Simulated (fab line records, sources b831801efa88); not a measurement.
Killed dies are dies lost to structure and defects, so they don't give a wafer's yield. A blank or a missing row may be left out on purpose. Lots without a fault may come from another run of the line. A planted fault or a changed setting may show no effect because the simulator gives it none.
A struck lot beside a sound one | flow sky130 | 35 steps out of a route of 708
Sound: wafers L992.1, L992.2, L992.3. Struck: wafer L100.5. (L100.1, L100.6 of the same lot were not struck and are left out.) The cause comes at the end.
At each step with rows: each side's tool, then ch and its chambers, then its first start. Under that, the readings that differ: sound wafers | struck wafers | difference of the means | sigmas: that difference in standard deviations of wafers without a fault.
alike: readings whose means differ by less than 2 such deviations, and words and numbers that are the same on both sides. not compared: withheld readings, readings that some wafer has no value for, bounds like >300 that may hide the same value, and numbers for which the record gives no deviation and whose values overlap.
The two part at a step that has a row with sigmas, a row that says differs or no value, or rows on one side only. Numbers that don't overlap but have no deviation are shown without sigmas and don't part them. A reading that every wafer of one side lacks parts them only if that side has two wafers or more.

first, 9 steps without rows for these wafers: SKY_METAL3_DESCUM_15 (chemistry O2, time 8 s); SKY_METAL3_ETCH_16 (etches BARC in N2/H2, stops on SiO2, time 88.2 s, target depth 60 nm); SKY_METAL3_ETCH_17 (etches SiO2 in C4F8/O2/Ar, stops on TiN, time 3.9 s, target depth 15 nm); SKY_METAL3_METAL_ETCH_18 (etches the open film in Cl2/BCl3, stops on SiO2, target depth 845 nm, time 183.1 s); SKY_METAL3_STRIP_19 (strips in O2/N2); SKY_METAL3_STRIP_20 (strips in post etch residue remover, time 1200 s); SKY_METAL3_CLEAN_21 (cleans in IPA, time 180 s); SKY_METAL3_CLEAN_22 (cleans in O3/DIW); SKY_VIA3_HDPCVD_00 (deposits SiO2, target thk 1635 nm, time 272.5 s).
SKY_VIA3_CMP_02: polishes SiO2.
  sound on cmp-01 ch 0,1,2, day 40 21:28; struck on cmp-01 ch 1, day 43 02:50
  reading                                  | sound         | struck | difference | sigmas
  model.SiO2_of_VIA3_HDPCVD_00.thk_nm (nm) | 465 467 465.6 | 510.3  | +44.4      |
  alike: motor_current_A, slurry_flow_ml_min
SKY_VIA3_BOW_MEAS_03:
  sound on film_metro-02, day 40 21:46; struck on film_metro-02, day 43 03:22
  not compared: hold, VIA3_BOW
then, 8 steps without rows for these wafers: SKY_VIA3_HMDS_05 (prime time 60 s); SKY_VIA3_COAT_06 (resist thk 60 nm); SKY_VIA3_COAT_07 (resist thk 450 nm); SKY_VIA3_SOFTBAKE_08 (time 90 s); SKY_VIA3_EXPOSE_09 (exposes mask VIM3, target cd 200 nm); SKY_VIA3_PEB_10; SKY_VIA3_DEVELOP_11 (develop time 60 s); SKY_VIA3_ETCH_14 (etches BARC in N2/H2, stops on SiO2, time 45.9 s, target depth 60 nm).
SKY_VIA3_ETCH_15: etches SiO2 in C4F8/O2/Ar, stops on TiN, target depth 507 nm, time 78 s.
  sound on rie_diel-03 ch 0,1,3, day 41 21:59; struck on rie_diel-02 ch 0, day 44 01:53
  reading                          | sound             | struck | difference | sigmas
  oes_product_au (a.u.)            | 0.949 0.949 0.940 | 0.988  | +0.042     | +9
  model.VIA3.feature_depth_nm (nm) | 465 467 465.6     | 510.3  | +44.4      |
  model.etch.depth_nm (nm)         | 465 467 465.6     | 510.3  | +44.4      |
  alike: rf_fwd_power_W
  not compared: rf_hours_counter_h
then, 13 steps without rows for these wafers: SKY_VIA3_STRIP_16 (strips in O2/N2); SKY_VIA3_STRIP_17 (strips in post etch residue remover, time 1200 s); SKY_VIA3_CLEAN_18 (cleans in IPA, time 180 s); SKY_VIA3_CLEAN_19 (cleans in O3/DIW); SKY_VIA3_SPUTTER_20 (material TiN, target thk 20 nm, time 80 s); SKY_VIA3_CVD_21 (deposits W, target thk 390 nm, time 117.31 s); SKY_VIA3_CMP_24 (polishes, stops on SiO2, t overpolish 20 s, target thk 0 nm); SKY_METAL4_SPUTTER_00 (material Ti, target thk 15 nm, time 10 s); SKY_METAL4_SPUTTER_01 (material TiN, target thk 20 nm, time 16.7 s); SKY_METAL4_SPUTTER_02 (material AlCu, target thk 735 nm, time 39.1 s); SKY_METAL4_SPUTTER_03 (material Ti, target thk 5 nm, time 3.3 s); SKY_METAL4_SPUTTER_04 (material TiN, target thk 70 nm, time 58.3 s); SKY_CAP2M_CVD_00 (deposits SiO2, target thk 15.5 nm).
SKY_METAL4_METAL_ETCH_18: etches the open film in Cl2/BCl3, stops on SiO2, target depth 845 nm, time 183.1 s.
  sound on rie_metal-04 ch 0,1, day 43 22:10; struck on rie_metal-03 ch 1, day 46 00:05
  reading                                  | sound             | struck | difference | sigmas
  model.SiO2_of_VIA3_HDPCVD_00.thk_nm (nm) | 435.1 436.6 435.7 | 481.6  | +45.8      |
  alike: drypump_motor_current_A, oes_product_au, rf_fwd_power_W, throttle_valve_pct
  not compared: rf_hours_counter_h
-- the record jumps here: 3 days lie between the struck wafers' starts before and after (it left off in module METAL4 and takes up again in module PAD_OPEN, whose first step shown is number 708 of the route) --
SKY_PAD_OPEN_PROBE_99:
  sound on prober-02, day 47 17:45; struck on prober-02, day 49 11:21
  reading                  | sound          | struck | difference | sigmas
  defect_limited_yield (%) | 82.7 83.1 84.1 | 79.3   | -4.0       | -2
  killed_at_contacts       | 22 24 17       | 33     | +12        | +2
  killed_at_front_end      | 18 12 12       | 24     | +10        | +2
  killed_dies              | 85 83 78       | 102    | +20        | +2
  alike: killed_at_M0_to_M3, killed_at_M4_up, killed_at_other, killed_open, killed_short
  not compared: model.etest.tester.sort_bin_8_pct

WHERE THEY PART
First at SKY_VIA3_ETCH_15; last, within this record, at SKY_PAD_OPEN_PROBE_99.

WHY: what the simulator had put in
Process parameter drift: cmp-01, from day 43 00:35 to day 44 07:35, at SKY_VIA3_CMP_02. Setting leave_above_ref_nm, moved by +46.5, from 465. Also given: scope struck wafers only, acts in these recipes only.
